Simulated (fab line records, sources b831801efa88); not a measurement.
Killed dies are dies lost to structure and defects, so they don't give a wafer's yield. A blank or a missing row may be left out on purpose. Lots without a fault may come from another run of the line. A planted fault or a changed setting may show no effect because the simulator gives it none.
Chamber matching | flow gf180mcu | GF_V5_CVD_02 on pecvd-04: 3 sister chambers
The step deposits SiO2 from TEOS, target thk 1450 nm, time 163.28 s. 3 wafers are shown with their chamber, then 7 later ones without.

WAFERS WITH THEIR CHAMBER
wafer  | chamber | heater_power_outer_w (W)
L529.2 | 1       | 429
L530.1 | 2       | 295
L530.3 | 0       | 428

WAFERS WITHOUT THEIR CHAMBER
wafer  | heater_power_outer_w (W)
L530.5 | 497
L533.2 | 389
L533.5 | 311
L533.6 | 239
L541.1 | 333
L541.3 | 486
L541.4 | 528

WHICH CHAMBER EACH WENT THROUGH
wafer  | from the rows above          | in truth
L530.5 | can't be placed: 1 or 0      | 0
L533.2 | can't be placed: 0 or 1 or 2 | 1
L533.5 | can't be placed: 2 or 0 or 1 | 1
L533.6 | 2                            | 2
L541.1 | can't be placed: 2 or 0 or 1 | 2
L541.3 | can't be placed: 1 or 0      | 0
L541.4 | can't be placed: 1 or 0      | 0
Placed correctly: 1 of 7. Can't be placed from these rows: 6 (the true chamber is among the candidates in 6). Placed wrongly: 0.
How it was worked out, from the rows above alone: a wafer's distance from a chamber is the root of the sum, over the readings, of the square of ((its reading less the chamber's mean) divided by the reading's scatter). The wafer belongs to the nearest chamber; if the next one is less than 2 further off, it can't be placed. A chamber's mean is the mean of its shown wafers. The scatter: with one shown wafer a chamber, the root of the mean of the squares of how far each hidden wafer lies from its nearest shown one.
